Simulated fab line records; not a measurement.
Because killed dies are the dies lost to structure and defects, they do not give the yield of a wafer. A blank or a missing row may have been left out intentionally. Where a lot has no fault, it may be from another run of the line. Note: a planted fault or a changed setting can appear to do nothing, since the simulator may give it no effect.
fab line records	flow sky130
record: lots: 6	wafers: 18	last-day: 49
route steps=708 shown SONOS_ONO@172 GATE_OXIDE@187 POLY_GATE@204 RES_PROTECT@206 PAD_OPEN@708
lots that met no fault: from a run of the same line without faults
start-h: hours from the record's opening day to when the first of the lot's shown wafers began	wait-h: hours since the lot's step before	" identical to the entry in the row above	L1.1+2: one row covering several wafers at once	- no value, or no start was given	* or withheld: withheld	< > ~ a bound
route shown NAME@n: names a module that has steps shown in the file, with the first one's number in the route	usual: mean/standard deviation of fault-free wafers	same: alike in all rows	chamber/n: place in a boat	sites: each site's reading	_std_site: the standard deviation of these	_edge_site: inner sites' mean taken away from outer sites' mean	radius-mm: how far each site lies from the wafer's centre	mask NAME#n: copy n	behind: the most recent tool/chamber to have shaped the wafer	hold: why the lot went on hold/how many hours it stayed there/how the hold came to an end	device: whichever transistor did not switch (one of n, p or np)	end of line: the route-end tests of the same wafers	a step given without rows: its recipe and nothing more	killed: dies lost to structure and defects at the first sort, not the wafer's yield	map: a wafer's dies, x killed, . not, _ none there
set.NAME: the setting as run; set.NAME@STEP: as run at that earlier step	model.NAME: the simulator's own value behind a step, which no gauge read
a table for each step, a row for each wafer; lots at some steps of the route
services: the hour from which a tool's chamber was out of use, counted from the record's first day as start-h (under 0 if before that day), plus the number of hours and why
== steps ==
step: SKY_SONOS_ONO_CVD_04
recipe: material: SiO2	precursor: SiH4/N2O	target-thk-nm: 5.7199	temp-c: 900	pressure-mtorr: 400
step: SKY_SONOS_ONO_THK_MEAS_05
recipe: reads: SiO2_of_SONOS_ONO_CVD_04
usual: SONOS_ONO_CVD_04_THK: 5.72/0.1
lot.wafer	tool	chamber	start-h	wait-h	SONOS_ONO_CVD_04_THK[nm]
L230.2	film-metro-01	-	262.52	0.0	5.80
L230.4	"	-	"	"	5.76
L230.6	"	-	"	"	5.77
L231.4	film-metro-02	-	271.70	0.0	5.79
L231.5	"	-	"	"	5.73
L231.6	"	-	"	"	5.79
L232.1	film-metro-02	-	276.34	0.0	5.87
L232.5	"	-	"	"	5.84
L232.6	"	-	"	"	5.81
L246.3	film-metro-01	-	378.57	0.0	5.66
L246.4	"	-	"	"	5.74
L246.6	"	-	"	"	5.73
L247.1	film-metro-02	-	392.50	0.0	5.65
L247.3	"	-	"	"	5.65
L247.4	"	-	"	"	5.57
L248.2	film-metro-03	-	392.53	0.0	5.77
L248.5	"	-	"	"	5.75
L248.6	"	-	"	"	5.90
step: SKY_SONOS_ONO_DEHYDRATE_06
recipe: temp-c: 200	time-s: 60
step: SKY_SONOS_ONO_HMDS_07
recipe: prime-time-s: 60	prime-temp-c: 120
step: SKY_SONOS_ONO_COAT_08
recipe: resist: NOVOLAK	spin-rpm: 3000	resist-thk-nm: 1140
step: SKY_SONOS_ONO_SOFTBAKE_09
recipe: temp-c: 90	time-s: 60	resist: NOVOLAK
step: SKY_SONOS_ONO_EXPOSE_10
recipe: mask-id: ONOM	target-cd-nm: 410	na: 0.6	source-shape: conventional	sigma-outer: 0.6	dose-mj: 150
step: SKY_SONOS_ONO_PEB_11
recipe: temp-c: withheld	time-s: *	resist: NOVOLAK
step: SKY_SONOS_ONO_DEVELOP_12
recipe: develop-time-s: 60	dev-temp-c: 23
step: SKY_SONOS_ONO_CD_MEAS_13
recipe: target-cd-nm: 410
usual: cd-nm: 410.1/2
lot.wafer	tool	chamber	start-h	wait-h	cd-nm
L230.2	cd-sem-02	-	286.30	0.2	409.1
L230.4	"	-	"	"	411.5
L230.6	"	-	"	"	412.8
L231.4	cd-sem-02	-	295.13	0.1	413.2
L231.5	"	-	"	"	410.6
L231.6	"	-	"	"	410.5
L232.1	cd-sem-01	-	299.93	0.1	409.1
L232.5	"	-	"	"	409.9
L232.6	"	-	"	"	411.0
L246.3	cd-sem-01	-	407.26	0.1	409.4
L246.4	"	-	"	"	411.3
L246.6	"	-	"	"	410.3
L247.1	cd-sem-01	-	420.73	0.1	408.6
L247.3	"	-	"	"	406.5
L247.4	"	-	"	"	409.3
L248.2	cd-sem-02	-	421.05	0.1	406.9
L248.5	"	-	"	"	406.1
L248.6	"	-	"	"	403.8
step: SKY_SONOS_ONO_OVL_MEAS_14
usual: SONOS_ONO_OVL: 0.0/1.4
lot.wafer	tool	chamber	start-h	wait-h	SONOS_ONO_OVL[nm]
L230.2	overlay-02	-	286.41	0.1	-1.2
L230.4	"	-	"	"	-1.4
L230.6	"	-	"	"	-1.1
L231.4	overlay-02	-	295.21	0.1	-0.5
L231.5	"	-	"	"	-0.2
L231.6	"	-	"	"	-3.1
L232.1	overlay-02	-	300.05	0.1	-1.0
L232.5	"	-	"	"	1.0
L232.6	"	-	"	"	1.1
L246.3	overlay-02	-	407.35	0.1	2.6
L246.4	"	-	"	"	2.8
L246.6	"	-	"	"	0.3
L247.1	overlay-02	-	420.85	0.1	-0.7
L247.3	"	-	"	"	-0.3
L247.4	"	-	"	"	-0.7
L248.2	overlay-01	-	421.16	0.1	0.1
L248.5	"	-	"	"	0.6
L248.6	"	-	"	"	0.3
step: SKY_SONOS_ONO_ETCH_15
recipe: target-depth-nm: 19.52	chemistry: CHF3/O2	source-w: 600	bias-w: 200	pressure-mtorr: 40	chf3-flow-sccm: 50	O2_flow_sccm: 5	time-s: 7.8
usual: drypump-motor-current-A: 5.8/0.47	oes-product-au: 0.998/0.0099	throttle-valve-pct: 8.824/0.0089
lot.wafer	tool	chamber	start-h	wait-h	drypump-motor-current-A	oes-product-au	rf-hours-counter-h	throttle-valve-pct
L230.2	rie-diel-02	0	286.44	0.0	6.2	0.992	49	8.815
L230.4	"	3	"	"	6.3	1.006	50	8.825
L230.6	"	3	"	"	6.3	0.998	-	8.826
L231.4	rie-diel-02	2	295.23	0.0	4.9	0.998	109	8.826
L231.5	"	1	"	"	6.7	0.998	-	8.820
L231.6	"	2	"	"	4.9	1.006	-	8.826
L232.1	rie-diel-04	1	300.09	0.0	5.5	0.989	114	8.817
L232.5	"	0	"	"	5.8	1.011	-	8.832
L232.6	"	3	"	"	5.7	1.000	-	8.830
L246.3	rie-diel-03	0	407.38	0.0	5.7	0.992	16	8.832
L246.4	"	2	"	"	5.4	0.988	4	8.823
L246.6	"	0	"	"	5.7	0.997	-	8.828
L247.1	rie-diel-03	3	420.89	0.0	5.8	1.009	11	8.831
L247.3	"	1	"	"	5.6	0.988	12	8.827
L247.4	"	2	"	"	5.4	0.993	4	8.814
L248.2	rie-diel-04	1	421.19	0.0	5.4	1.005	1	8.819
L248.5	"	3	"	"	5.7	0.994	-	8.813
L248.6	"	0	"	"	5.9	1.002	-	8.842
step: SKY_SONOS_ONO_WET_ETCH_16
recipe: chemistry: dHF	target-depth-nm: 14	dry: n2-spin	target: SiO2	dilution: 100:1	temp-c: 26.11	time-s: 280
lot.wafer	tool	chamber	start-h	wait-h
L230.2+4+6	wet-bench-03	0	286.46	0.0
L231.4+5+6	wet-bench-04	0	295.25	0.0
L232.1+5+6	wet-bench-02	0	300.11	0.0
L246.3+4+6	wet-bench-04	0	407.40	0.0
L247.1+3+4	wet-bench-02	3	420.91	0.0
L248.2+5+6	wet-bench-02	0	421.21	0.0
step: SKY_SONOS_ONO_STRIP_17
recipe: chemistry: O2/N2	power-w: 1400	pressure-mtorr: 1500	platen-temp-c: withheld	o2-flow-sccm: 3000	n2-flow-sccm: 300	overash-fraction: 0.5
usual: drypump-motor-current-A: 5.77/0.29	oes-product-au: 0.709/0.0045	strip-time-to-endpoint-s: 14.08/0.045
lot.wafer	tool	chamber	start-h	wait-h	drypump-motor-current-A	oes-product-au	rf-hours-counter-h	strip-time-to-endpoint-s
L230.2	plasma-asher-04	0	286.55	0.0	5.58	0.708	61	14.06
L230.4	"	0	"	"	5.56	0.715	-	14.05
L230.6	"	1	"	"	5.99	0.709	-	14.10
L231.4	plasma-asher-04	0	295.37	0.0	5.58	0.710	-	14.04
L231.5	"	0	"	"	5.58	0.707	-	14.07
L231.6	"	1	"	"	5.98	0.716	-	14.01
L232.1	plasma-asher-04	1	300.20	0.0	6.02	0.710	63	14.14
L232.5	"	1	"	"	6.03	0.711	-	14.10
L232.6	"	0	"	"	5.57	0.708	-	14.13
L246.3	plasma-asher-04	1	407.52	0.0	6.00	0.713	-	14.12
L246.4	"	0	"	"	5.60	0.701	-	14.12
L246.6	"	0	"	"	5.61	0.709	-	14.10
L247.1	plasma-asher-02	1	421.00	0.0	6.17	0.710	61	14.03
L247.3	"	0	"	"	5.33	0.706	-	14.03
L247.4	"	1	"	"	6.13	0.707	-	14.07
L248.2	plasma-asher-04	1	421.30	0.0	6.00	0.712	74	14.01
L248.5	"	1	"	"	6.02	0.708	-	14.05
L248.6	"	0	"	"	5.56	0.710	-	14.06
step: SKY_SONOS_ONO_WET_ETCH_18
recipe: chemistry: H3PO4	target-depth-nm: 15	target: Si3N4	temp-c: 160	time-s: 172
step: SKY_GATE_OXIDE_CLEAN_00
recipe: chemistry: SC1/SC2	mix: 1:4:20	temp-c: 70	time-s: 150	dry: n2-spin
step: SKY_GATE_OXIDE_OXIDATION_01
recipe: temp-c: 900	ambient: O2	stabilise-s: 600	purge-s: 300	target-thk-a: 102.68	ox-time-s: 1473
step: SKY_GATE_OXIDE_THK_MEAS_02
recipe: reads: SiO2_of_GATE_OXIDE_OXIDATION_01
usual: GATE_OXIDE_OXIDATION_00_THK: 10.22/0.23
lot.wafer	tool	chamber	start-h	wait-h	GATE_OXIDE_OXIDATION_00_THK[nm]
L230.2	film-metro-02	-	291.07	0.0	9.96
L230.4	"	-	"	"	9.97
L230.6	"	-	"	"	9.98
L231.4	film-metro-02	-	298.02	0.0	9.96
L231.5	"	-	"	"	9.92
L231.6	"	-	"	"	10.06
L232.1	film-metro-01	-	301.97	0.0	10.04
L232.5	"	-	"	"	9.94
L232.6	"	-	"	"	9.83
L246.3	film-metro-02	-	414.59	0.0	10.30
L246.4	"	-	"	"	10.32
L246.6	"	-	"	"	10.26
L247.1	film-metro-04	-	424.05	0.0	10.37
L247.3	"	-	"	"	10.60
L247.4	"	-	"	"	10.58
L248.2	film-metro-01	-	424.06	0.0	10.07
L248.5	"	-	"	"	10.17
L248.6	"	-	"	"	10.19
step: SKY_GATE_OXIDE_DEHYDRATE_03
recipe: temp-c: 200	time-s: 60
step: SKY_GATE_OXIDE_HMDS_04
recipe: prime-time-s: 60	prime-temp-c: 120
step: SKY_GATE_OXIDE_COAT_05
recipe: resist: NOVOLAK	spin-rpm: 3000	resist-thk-nm: 1140
step: SKY_GATE_OXIDE_SOFTBAKE_06
recipe: temp-c: 90	time-s: 60	resist: NOVOLAK
step: SKY_GATE_OXIDE_EXPOSE_07
recipe: mask-id: LVOM	na: 0.6	source-shape: conventional	sigma-outer: 0.6	polarization: unpolarized	target-cd-nm: 600	dose-mj: 168.2
step: SKY_GATE_OXIDE_PEB_08
recipe: temp-c: withheld	time-s: *	resist: NOVOLAK
step: SKY_GATE_OXIDE_DEVELOP_09
recipe: resist: NOVOLAK	developer: TMAH	develop-time-s: 60	dev-temp-c: 23
step: SKY_GATE_OXIDE_OVL_MEAS_10
usual: GATE_OXIDE_OVL: 0.5/1.4
lot.wafer	tool	chamber	start-h	wait-h	GATE_OXIDE_OVL[nm]
L230.2	overlay-01	-	316.53	0.1	1.9
L230.4	"	-	"	"	0.2
L230.6	"	-	"	"	1.9
L231.4	overlay-02	-	323.44	0.1	-2.5
L231.5	"	-	"	"	-1.9
L231.6	"	-	"	"	-2.2
L232.1	overlay-01	-	327.57	0.1	1.0
L232.5	"	-	"	"	0.2
L232.6	"	-	"	"	0.2
L246.3	overlay-02	-	444.13	0.1	1.3
L246.4	"	-	"	"	1.3
L246.6	"	-	"	"	0.0
L248.2	overlay-02	-	453.92	0.1	2.8
L248.5	"	-	"	"	-0.8
L248.6	"	-	"	"	1.2
L247.1	overlay-02	-	454.21	0.1	-1.3
L247.3	"	-	"	"	-1.8
L247.4	"	-	"	"	-0.8
step: SKY_GATE_OXIDE_IMPLANT_11
recipe: species: B	energy-kev: 10	dose-cm2: 2.6e+12	tilt-deg: withheld
step: SKY_GATE_OXIDE_WET_ETCH_12
recipe: chemistry: dHF	target-depth-nm: 16.8	dry: n2-spin	target: SiO2	dilution: 100:1	temp-c: 25	time-s: 336
step: SKY_GATE_OXIDE_STRIP_13
recipe: chemistry: O2/N2	power-w: 1400	pressure-mtorr: 1500	platen-temp-c: withheld	o2-flow-sccm: 3000	n2-flow-sccm: 300	overash-fraction: 0.5
usual: drypump-motor-current-A: 5.74/0.25	oes-product-au: 0.716/0.004	strip-time-to-endpoint-s: 14.16/0.039
lot.wafer	tool	chamber	start-h	wait-h	drypump-motor-current-A	oes-product-au	rf-hours-counter-h	strip-time-to-endpoint-s
L230.2	plasma-asher-01	1	316.82	0.0	5.69	0.717	61	14.24
L230.4	"	1	"	"	5.69	0.714	-	14.20
L230.6	"	1	"	"	5.71	0.722	-	14.20
L231.4	plasma-asher-04	0	323.74	0.0	5.59	0.715	-	14.13
L231.5	"	1	"	"	5.98	0.720	-	14.16
L231.6	"	0	"	"	5.57	0.714	-	14.14
L232.1	plasma-asher-03	0	327.86	0.0	6.11	0.721	18	14.11
L232.5	"	0	"	"	6.07	0.714	-	14.12
L232.6	"	1	"	"	5.28	0.722	-	14.13
L246.3	plasma-asher-03	1	444.44	0.0	5.28	0.717	-	14.12
L246.4	"	0	"	"	6.05	0.717	-	14.18
L246.6	"	0	"	"	6.06	0.712	-	14.16
L248.2	plasma-asher-01	1	454.20	0.0	5.65	0.713	2	14.20
L248.5	"	0	"	"	5.87	0.718	-	14.12
L248.6	"	1	"	"	5.69	0.715	-	14.16
L247.1	plasma-asher-03	0	454.50	0.0	5.99	0.714	31	14.17
L247.3	"	0	"	"	6.03	0.714	-	14.12
L247.4	"	1	"	"	5.28	0.714	-	14.11
step: SKY_GATE_OXIDE_TW_MEAS_14
usual: GATE_OXIDE_TW: 222.0/1.6
lot.wafer	tool	chamber	start-h	wait-h	GATE_OXIDE_TW
L230.2	film-metro-01	-	316.93	0.1	221.6
L230.4	"	-	"	"	222.4
L230.6	"	-	"	"	222.3
L231.4	film-metro-02	-	323.84	0.1	221.1
L231.5	"	-	"	"	221.9
L231.6	"	-	"	"	222.1
L232.1	film-metro-04	-	327.96	0.1	220.0
L232.5	"	-	"	"	221.7
L232.6	"	-	"	"	221.0
L246.3	film-metro-04	-	444.53	0.1	218.5
L246.4	"	-	"	"	220.8
L246.6	"	-	"	"	220.2
L248.2	film-metro-02	-	454.31	0.1	220.7
L248.5	"	-	"	"	221.9
L248.6	"	-	"	"	221.9
L247.1	film-metro-02	-	454.60	0.1	221.2
L247.3	"	-	"	"	220.4
L247.4	"	-	"	"	221.5
step: SKY_GATE_OXIDE_CLEAN_15
recipe: chemistry: SC1/SC2	mix: 1:4:20	temp-c: 70	time-s: 150	dry: n2-spin
step: SKY_GATE_OXIDE_OXIDATION_16
recipe: temp-c: 800	ambient: O2	idle-temp-c: 700	ramp-up-c-per-min: 10	ramp-down-c-per-min: 3	stabilise-s: 600	purge-s: 300	target-thk-a: 35.7	ox-time-s: 1915
step: SKY_POLY_GATE_CVD_00
recipe: material: poly-Si	target-thk-nm: 180	temp-c: 620	time-s: 720	pressure-mtorr: 200
step: SKY_POLY_GATE_THK_MEAS_01
recipe: reads: poly-Si_of_POLY_GATE_CVD_00
usual: POLY_GATE_CVD_00_THK: 179.7/1.9
lot.wafer	tool	chamber	start-h	wait-h	POLY_GATE_CVD_00_THK[nm]
L232.1	film-metro-01	-	345.87	0.0	179.9
L232.5	"	-	"	"	178.6
L232.6	"	-	"	"	178.9
L230.2	film-metro-04	-	345.88	0.0	181.5
L230.4	"	-	"	"	181.0
L230.6	"	-	"	"	180.5
L231.4	film-metro-03	-	345.90	0.0	180.3
L231.5	"	-	"	"	180.3
L231.6	"	-	"	"	179.8
L246.3	film-metro-04	-	447.91	0.0	178.6
L246.4	"	-	"	"	177.6
L246.6	"	-	"	"	178.8
L248.2	film-metro-04	-	457.15	0.0	180.8
L248.5	"	-	"	"	180.3
L248.6	"	-	"	"	179.4
L247.1	film-metro-03	-	458.34	0.0	179.8
L247.3	"	-	"	"	179.7
L247.4	"	-	"	"	178.8
step: SKY_RES_PROTECT_DEHYDRATE_00
recipe: temp-c: 200	time-s: 60
step: SKY_RES_PROTECT_HMDS_01
recipe: prime-time-s: 60	prime-temp-c: 120
step: SKY_RES_PROTECT_COAT_02
recipe: resist: NOVOLAK	spin-rpm: 3000	resist-thk-nm: 1140
step: SKY_RES_PROTECT_SOFTBAKE_03
recipe: temp-c: 90	time-s: 60	resist: NOVOLAK
step: SKY_RES_PROTECT_EXPOSE_04
recipe: mask-id: RPM	na: 0.6	source-shape: conventional	sigma-outer: 0.6	polarization: unpolarized	target-cd-nm: 1270	dose-mj: 131
step: SKY_RES_PROTECT_PEB_05
recipe: temp-c: withheld	time-s: *	resist: NOVOLAK
step: SKY_RES_PROTECT_DEVELOP_06
recipe: resist: NOVOLAK	developer: TMAH	develop-time-s: 60	dev-temp-c: 23
step: SKY_POLY_GATE_IMPLANT_02
recipe: species: P	energy-kev: 30	dose-cm2: 7.7e+15	tilt-deg: 0
step: SKY_PAD_OPEN_PROBE_99
usual: killed_at_M0_to_M3: 42/6.6	killed_at_M4_up: 3.0/1.7	killed-at-contacts: 24/5.3	killed-at-front-end: 15/4.5	killed-at-other: 0.2/0.49	killed-dies: 83/9	killed-open: 45/6.9	killed-short: 38/5.8
same: gross-dies: 492	killed-at-back-side: 0
lot.wafer	tool	chamber	start-h	wait-h	killed_at_M0_to_M3	killed_at_M4_up	killed-at-contacts	killed-at-front-end	killed-at-other	killed-dies	killed-open	killed-short
L246.3	prober-01	-	1168.54	0.2	54	3	34	22	0	113	65	48
L246.4	prober-01	-	1168.59	0.2	50	2	29	21	1	103	63	40
L246.6	prober-01	-	1168.69	0.2	42	2	27	13	1	85	45	39
L248.2	prober-01	-	1172.29	0.1	41	1	21	60	2	125	37	38
L248.5	prober-01	-	1172.44	0.2	37	4	21	61	0	123	41	35
L248.6	prober-01	-	1172.49	0.2	48	1	13	60	1	123	36	38
L247.1	prober-02	-	1172.65	0.1	42	4	20	51	0	117	39	38
L247.3	prober-02	-	1172.75	0.2	38	4	18	46	0	106	41	27
L247.4	prober-02	-	1172.80	0.2	39	2	31	58	0	130	55	33
killed by level:class
L246.3 LI_CONTACT:geometric-particle:open=16 VIA1:geometric-particle:open=11 VIA2:geometric-particle:open=10 METAL2:geometric-particle:short=10 POLY_GATE:geometric-particle:open=7 CONTACT:geometric-particle:open=7 METAL1:geometric-particle:short=7 POLY_GATE:geometric-particle:short=6
L246.4 CONTACT:geometric-particle:open=18 VIA1:geometric-particle:open=14 METAL2:geometric-particle:short=8 METAL1:geometric-particle:short=7 VIA3:geometric-particle:open=7 FIELD_ISO:geometric-particle:open=5 POLY_GATE:geometric-particle:open=5 POLY_GATE:geometric-particle:short=4
L246.6 LI_CONTACT:geometric-particle:open=9 CONTACT:geometric-particle:open=9 METAL1:geometric-particle:short=8 VIA2:geometric-particle:open=8 VIA1:geometric-particle:open=7 CONTACT:geometric-particle:short=6 VIA1:geometric-particle:short=5 METAL3:geometric-particle:short=5
L248.2 SONOS_ONO:unspecified=50 VIA1:geometric-particle:open=8 LI_CONTACT:geometric-particle:open=6 CONTACT:geometric-particle:open=6 METAL1:geometric-particle:short=6 LOCAL_INTERCONNECT:geometric-particle:short=5 VIA3:geometric-particle:short=5 VIA3:geometric-particle:open=5
L248.5 SONOS_ONO:unspecified=47 VIA1:geometric-particle:open=9 LI_CONTACT:geometric-particle:open=6 VIA3:geometric-particle:open=6 FIELD_ISO:geometric-particle:short=5 LOCAL_INTERCONNECT:geometric-particle:short=5 CONTACT:geometric-particle:open=5 VIA1:geometric-particle:short=5
L248.6 SONOS_ONO:unspecified=49 VIA1:geometric-particle:open=11 METAL2:geometric-particle:short=8 METAL1:geometric-particle:short=8 VIA1:geometric-particle:short=7 VIA2:geometric-particle:open=5 LI_CONTACT:geometric-particle:open=4 CONTACT:geometric-particle:open=4
L247.1 SONOS_ONO:unspecified=40 VIA1:geometric-particle:open=9 METAL2:geometric-particle:short=8 LI_CONTACT:geometric-particle:open=6 VIA2:geometric-particle:open=6 LOCAL_INTERCONNECT:geometric-particle:short=5 CONTACT:geometric-particle:open=4 VIA1:geometric-particle:short=4
L247.3 SONOS_ONO:unspecified=38 LI_CONTACT:geometric-particle:open=8 CONTACT:geometric-particle:open=7 VIA1:geometric-particle:open=7 VIA2:geometric-particle:open=5 VIA3:geometric-particle:open=5 FIELD_ISO:geometric-particle:short=3 METAL1:geometric-particle:short=3
L247.4 SONOS_ONO:unspecified=42 CONTACT:geometric-particle:open=11 VIA2:geometric-particle:open=10 VIA1:geometric-particle:open=9 LI_CONTACT:geometric-particle:open=7 LOCAL_INTERCONNECT:geometric-particle:short=5 FIELD_ISO:geometric-particle:short=4 LI_CONTACT:geometric-particle:short=4
map L247.4 (x killed, . not)
__________x...x.x..._________
________...x......x..._______
______.x.x.x..........x._____
_____x............x......____
____....x...x.x....x...x.x___
___..xx..x.x.x......x.....x__
__.x..............x..x..x..._
_.x.x...x......x.x.x...xx....
_xxxxxx....xx.x...x....x.x...
_xxxxxxxxxxx..x..............
_xxxxx..x.....x..x.....x....x
_xxxxxx....xx......x.........
_xxxxxx...x........x.....x.x.
_xxxxxxxx.....x........x.....
_xxxx.x.............x........
__xx..........x.xx..x...xx.._
___.xx..x..x........x......__
____...........x..........___
_____.....x..x..........x____
______....x...x........._____
________.xxx.....xx..._______
__________.........x_________
map L248.2 (x killed, . not)
__________.......x.._________
________....x.......x._______
______......xx.x...x...._____
_____...........x........____
____x.................x...___
___x.xx.......x.......x.x..__
__...x..xx..xx.x.....x......_
_......x...x................x
_.......x..x...xx...x..xx.xxx
_..x....x......x..x....xxxxxx
_........x......xxx..xxxxxxxx
_....x..x...........x.xxxxxxx
_x.........x...x.....xxxxxxxx
_...x.x..........x..xxx.xxxxx
_.x.......x.....x.....xxxxxxx
__....xx......xx....x....xxx_
___..xx...xxx............xx__
____x.............x....x..___
_____......x.....x.....x.____
______........x.x......._____
________........x....._______
__________....x....._________
== services ==
tool	chamber	start-h	hours	kind
plasma-asher-03	-	275.73	1.2	repair
rie-diel-04	3	281.23	6.4	repair
rie-diel-03	2	287.25	5.6	repair
rie-diel-04	2	291.55	2.7	repair
rie-diel-02	0	305.22	3.9	repair
rie-diel-04	2	313.31	14.9	repair
rie-diel-04	0	348.14	4.9	repair
rie-diel-04	1	363.10	-	clean
rie-diel-04	1	363.10	20.3	scheduled-down
rie-diel-04	1	363.10	20.3	vent-cycle
plasma-asher-04	-	371.99	1.5	repair
rie-diel-02	2	380.23	3.6	repair
rie-diel-04	3	386.34	8.9	repair
rie-diel-02	3	389.88	11.8	repair
rie-diel-03	-	402.97	0.5	repair
rie-diel-02	2	405.36	-	clean
rie-diel-02	2	405.36	22.8	scheduled-down
rie-diel-02	2	405.36	22.8	vent-cycle
plasma-asher-01	-	421.25	9.0	pm
plasma-asher-01	0	421.25	9.0	vent-cycle
plasma-asher-04	-	421.81	2.0	repair
rie-diel-02	3	437.05	1.4	repair
rie-diel-04	2	443.44	5.8	repair
plasma-asher-02	-	448.25	2.8	pm
== key ==
first-sign: step: SKY_PAD_OPEN_PROBE_99	reading: killed-at-front-end	direction: up	sigmas: 9.1	usual: 15	struck: 56
effect: step: SKY_PAD_OPEN_PROBE_99	reading: killed-dies	direction: up	sigmas: 4.1	usual: 83	struck: 121
met-at SKY_SONOS_ONO_WET_ETCH_16
struck-wafers L247.1,L247.3,L247.4,L248.2,L248.5,L248.6
tester-left-out L247,L248
onset-between 300.11 420.91
also-fits time
fault: kind: chamber-particle-source	tool: wet-bench-02	chamber: -	onset-h: 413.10	steps: SKY_SONOS_ONO_WET_ETCH_16	rate-per-visit-cm2: 1.9294	end-h: 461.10
tester-left-out: of these lots the tester's yield and bins aren't shown, on N5 and GAA mostly nor the transistor test; their killed dies are dies lost to structure and defects alone, not to doping, threshold or leakage, so they don't give the yield
